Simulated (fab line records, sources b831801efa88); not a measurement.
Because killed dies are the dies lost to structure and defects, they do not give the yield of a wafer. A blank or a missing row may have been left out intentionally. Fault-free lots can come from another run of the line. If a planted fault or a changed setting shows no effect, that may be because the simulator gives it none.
Split-lot study ; flow gf180mcu ; 23 wafers read from 5 lots, route of 602 steps

SPLIT DETAILS
At GF_STI_ETCH_14 (etches Si in HBr/Cl2/O2, target depth 360 nm, time 102.9 s), the setting time-s was moved away from the recipe's 102.9 s on 11 of the 23 wafers read, by -13.4% to +13.1%. The other wafers ran this setting at the recipe's value.

Reading taken at the split's own step.

THE READING
STI.feature-depth-nm (the simulator's own value, which no gauge read), in nm, at GF_STI_ETCH_14 (etches Si in HBr/Cl2/O2, target depth 360 nm, time 102.9 s). The file does not state a usual value for it. Across the 12 wafers here that went through the recipe, the average is 354.8 nm and the standard deviation 5.7 nm.

wafer;tool, chamber at the split;time-s as run, s;against the recipe;STI.feature-depth-nm, nm;against lot-mates on the recipe
L074.1;rie-si-02, 1;96.11;-6.6%;329.7;-21.9
L074.2;rie-si-02, 0;102.9;recipe;345.2;-
L074.3;rie-si-02, 3;102.9;recipe;360.5;-
L074.5;rie-si-02, 0;102.9;recipe;349.1;-
L074.6;rie-si-02, 3;96.11;-6.6%;335.7;-15.9
L075.1;rie-si-02, 3;116.4;+13.1%;407.8;+59.2
L075.2;rie-si-02, 2;116.4;+13.1%;405.5;+56.9
L075.3;rie-si-02, 0;102.9;recipe;348.3;-
L075.5;rie-si-02, 0;102.9;recipe;349;-
L075.6;rie-si-02, 3;116.4;+13.1%;405.1;+56.5
L076.1;rie-si-02, 3;89.08;-13.4%;310.2;-46.2
L076.3;rie-si-02, 0;89.08;-13.4%;302;-54.4
L076.4;rie-si-02, 2;102.9;recipe;355.5;-
L076.5;rie-si-02, 0;89.08;-13.4%;302.2;-54.2
L076.6;rie-si-02, 3;102.9;recipe;357.4;-
L081.1;rie-si-02, 1;102.9;recipe;353.6;-
L081.2;rie-si-02, 0;112;+8.8%;384.4;+24.9
L081.3;rie-si-02, 3;102.9;recipe;365.4;-
L081.4;rie-si-02, 1;112;+8.8%;382.6;+23.1
L081.6;rie-si-02, 3;112;+8.8%;397.6;+38.1
L084.1;rie-si-01, 1;102.9;recipe;358.3;-
L084.3;rie-si-01, 3;102.9;recipe;359.6;-
L084.4;rie-si-01, 0;102.9;recipe;355.5;-

THE FIT
A straight line over all 23 wafers: STI.feature-depth-nm changes by +3.77 nm for each +1% of time-s; r = +0.98; the points scatter about the line by 5.4 nm.
The same after taking each lot's own level away (the mean of its wafers on the recipe; 23 wafers): +3.88 nm for each +1%; r = +0.98; scatter 5.8 nm.
According to that fit, moving time-s by its largest amount changes the reading by 52 nm.
The lots' own levels span 348.65 to 359.50 nm, that is 1.9 times the standard deviation above.
So the lot-to-lot level changes the slope little: the two slopes agree.
Check: for one of the wafers moved furthest among these (-13.4%), held out of the fit, the line's prediction against its lot-mates is -52.4 nm. Against them it came out at -46.2 nm.

OTHER SPLITS APPLIED TO THESE WAFERS
Other splits were also applied to these wafers ahead of the reading. Each is held against what the fit with the lots' levels taken away leaves over:
other split on the same wafers;wafers away from the commonest value;r with STI.feature-depth-nm (lot level and that fit taken away)
GF_STI_COAT_07 resist-thk-nm;9;-0.32

FILE'S OWN FIT
STI.feature-depth-nm changes by +3.85 nm for each +1% of time-s, r = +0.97.
